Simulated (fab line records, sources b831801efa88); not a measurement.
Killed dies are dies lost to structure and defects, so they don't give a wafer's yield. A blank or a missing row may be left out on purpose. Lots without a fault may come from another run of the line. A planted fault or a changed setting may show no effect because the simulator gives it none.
Chamber matching | flow sky130 | SKY_LI_CONTACT_ETCH_14 on rie_diel-01: 4 sister chambers
The step etches BARC in N2/H2, stops on SiO2, time 45.9 s, target depth 60 nm. 14 wafers are shown with their chamber, then 7 later ones without.

WAFERS WITH THEIR CHAMBER
wafer  | chamber | drypump_motor_current_A (A) | oes_product_au (a.u.) | throttle_valve_pct (%)
L460.1 | 3       | 5.7                         | 0.854                 | 13.220
L460.5 | 2       | 5.4                         | 0.855                 | 13.228
L460.6 | 1       | 4.9                         | 0.854                 | 13.221
L461.2 | 1       | 5.0                         | 0.856                 | 13.238
L461.3 | 1       | 5.0                         | 0.848                 | 13.214
L461.5 | 3       | 5.7                         | 0.860                 | 13.222
L462.1 | 3       | 5.7                         | 0.853                 | 13.222
L462.4 | 2       | 5.4                         | 0.856                 | 13.217
L462.5 | 2       | 5.4                         | 0.851                 | 13.221
L473.2 | 2       | 5.4                         | 0.847                 | 13.221
L473.3 | 0       | 5.1                         | 0.847                 | 13.217
L473.5 | 2       | 5.4                         | 0.846                 | 13.233
L479.1 | 2       | 5.4                         | 0.863                 | 13.227
L479.4 | 1       | 5.0                         | 0.849                 | 13.235

SIGNATURES (means of the wafers above)
reading                 | chamber 0 | chamber 1 | chamber 2 | chamber 3 | scatter within a chamber
drypump_motor_current_A | 5.100     | 4.975     | 5.400     | 5.700     | 0.0274
oes_product_au          | 0.84700   | 0.85175   | 0.85300   | 0.85567   | 0.00525
throttle_valve_pct      | 13.21700  | 13.22700  | 13.22450  | 13.22133  | 0.00751
Rule: a wafer's distance from a chamber is the root of the sum, over the readings, of the square of ((its reading less the chamber's mean) divided by the reading's scatter). The wafer belongs to the nearest chamber; if the next one is less than 2 further off, it can't be placed. The scatter: the root of (the sum of the squares of (reading less its chamber's mean) over the shown wafers, divided by (wafers less chambers)).

WAFERS WITHOUT THEIR CHAMBER
wafer  | drypump_motor_current_A (A) | oes_product_au (a.u.) | throttle_valve_pct (%)
L479.6 | 5.4                         | 0.861                 | 13.233
L480.1 | 4.9                         | 0.855                 | 13.233
L480.2 | 5.2                         | 0.856                 | 13.220
L480.5 | 5.1                         | 0.853                 | 13.231
L481.1 | 5.7                         | 0.856                 | 13.226
L481.2 | 5.4                         | 0.861                 | 13.234
L481.4 | 5.1                         | 0.852                 | 13.232

WHICH CHAMBER EACH WENT THROUGH
wafer  | from the rows above | in truth
L479.6 | 2                   | 2
L480.1 | 1                   | 1
L480.2 | 0                   | 0
L480.5 | 0                   | 0
L481.1 | 3                   | 3
L481.2 | 2                   | 2
L481.4 | 0                   | 0
Placed correctly: 7 of 7. Can't be placed from these rows: 0. Placed wrongly: 0.
